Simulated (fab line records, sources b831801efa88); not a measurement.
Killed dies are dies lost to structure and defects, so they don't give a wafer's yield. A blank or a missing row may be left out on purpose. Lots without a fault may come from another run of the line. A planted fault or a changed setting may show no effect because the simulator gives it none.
A struck lot beside a sound one | flow sky130 | 16 steps out of a route of 708
Sound: wafers L985.2, L985.4, L985.5. Struck: wafers L975.1, L975.2, L975.6. The cause comes at the end.
At each step with rows: each side's tool, then ch and its chambers, then its first start. Under that, the readings that differ: sound wafers | struck wafers | difference of the means | sigmas: that difference in standard deviations of wafers without a fault.
alike: readings whose means differ by less than 2 such deviations, and words and numbers that are the same on both sides. not compared: withheld readings, readings that some wafer has no value for, bounds like >300 that may hide the same value, and numbers for which the record gives no deviation and whose values overlap.
The two part at a step that has a row with sigmas, a row that says differs or no value, or rows on one side only. Numbers that don't overlap but have no deviation are shown without sigmas and don't part them. A reading that every wafer of one side lacks parts them only if that side has two wafers or more.

first, 5 steps without rows for these wafers: SKY_SD_N_COAT_02 (resist thk 1140 nm); SKY_SD_N_SOFTBAKE_03 (time 60 s); SKY_SD_N_EXPOSE_04 (exposes mask NSDM, target cd 380 nm); SKY_SD_N_PEB_05; SKY_SD_N_DEVELOP_06 (develop time 60 s).
SKY_SD_N_CD_MEAS_07: target cd 380 nm.
  sound on cd_sem-02, day 33 05:03; struck on cd_sem-01, day 30 01:23
  reading    | sound             | struck            | difference | sigmas
  cd_nm (nm) | 374.5 376.6 375.9 | 383.7 383.1 381.9 | +7.2       | +3
SKY_SD_N_OVL_MEAS_08:
  sound on overlay-01, day 33 05:09; struck on overlay-02, day 30 01:30
  alike: SD_N_OVL
then, 2 steps without rows for these wafers: SKY_SD_N_IMPLANT_09; SKY_SD_N_IMPLANT_10.
SKY_SD_N_STRIP_11: strips in O2/N2.
  sound on plasma_asher-02 ch 0, day 33 05:29; struck on plasma_asher-04 ch 0,1, day 30 01:50
  reading                     | sound       | struck      | difference | sigmas
  drypump_motor_current_A (A) | 6.4 6.3 6.4 | 5.3 5.6 5.3 | -1.0       | -2
  alike: chamber_pressure_mTorr, oes_product_au, strip_time_to_endpoint_s
  not compared: rf_hours_counter_h
SKY_SD_N_TW_MEAS_12:
  sound on film_metro-03, day 33 05:35; struck on film_metro-02, day 30 01:56
  alike: SD_N_TW
then, 1 step without rows for these wafers: SKY_SD_N_CLEAN_13 (cleans in SC1/SC2, time 150 s).
SKY_SD_N_RTA_14: time 2 s.
  sound on rtp_anneal-02 ch 0, day 33 05:42; struck on rtp_anneal-02 ch 0, day 30 02:03
  reading            | sound             | struck            | difference | sigmas
  lamp_power_pct (%) | 15.83 15.72 15.74 | 15.06 15.16 14.96 | -0.70      | -14
  alike: wafer_temp_C_max
SKY_SD_N_RS_MEAS_16: measures by four-point-probe.
  sound on film_metro-01, day 33 05:53; struck on film_metro-03, day 30 02:35
  reading          | sound             | struck            | difference | sigmas
  SD_N_RS (ohm/sq) | 68.60 68.68 68.59 | 71.63 71.74 71.65 | +3.05      | +38
  not compared: hold
SKY_SD_N_RS_MEAS_17: measures by four-point-probe.
  sound on film_metro-01, day 33 06:01; struck on film_metro-03, day 30 10:58
  reading          | sound             | struck            | difference | sigmas
  SD_P_RS (ohm/sq) | 147.8 147.3 147.3 | 165.0 165.5 165.2 | +17.8      | +51
  not compared: hold
then, 1 step without rows for these wafers: SKY_PAD_OPEN_PROBE_99.

WHERE THEY PART
First at SKY_SD_N_CD_MEAS_07; last, within this record, at SKY_SD_N_RS_MEAS_17.

WHY: what the simulator had put in
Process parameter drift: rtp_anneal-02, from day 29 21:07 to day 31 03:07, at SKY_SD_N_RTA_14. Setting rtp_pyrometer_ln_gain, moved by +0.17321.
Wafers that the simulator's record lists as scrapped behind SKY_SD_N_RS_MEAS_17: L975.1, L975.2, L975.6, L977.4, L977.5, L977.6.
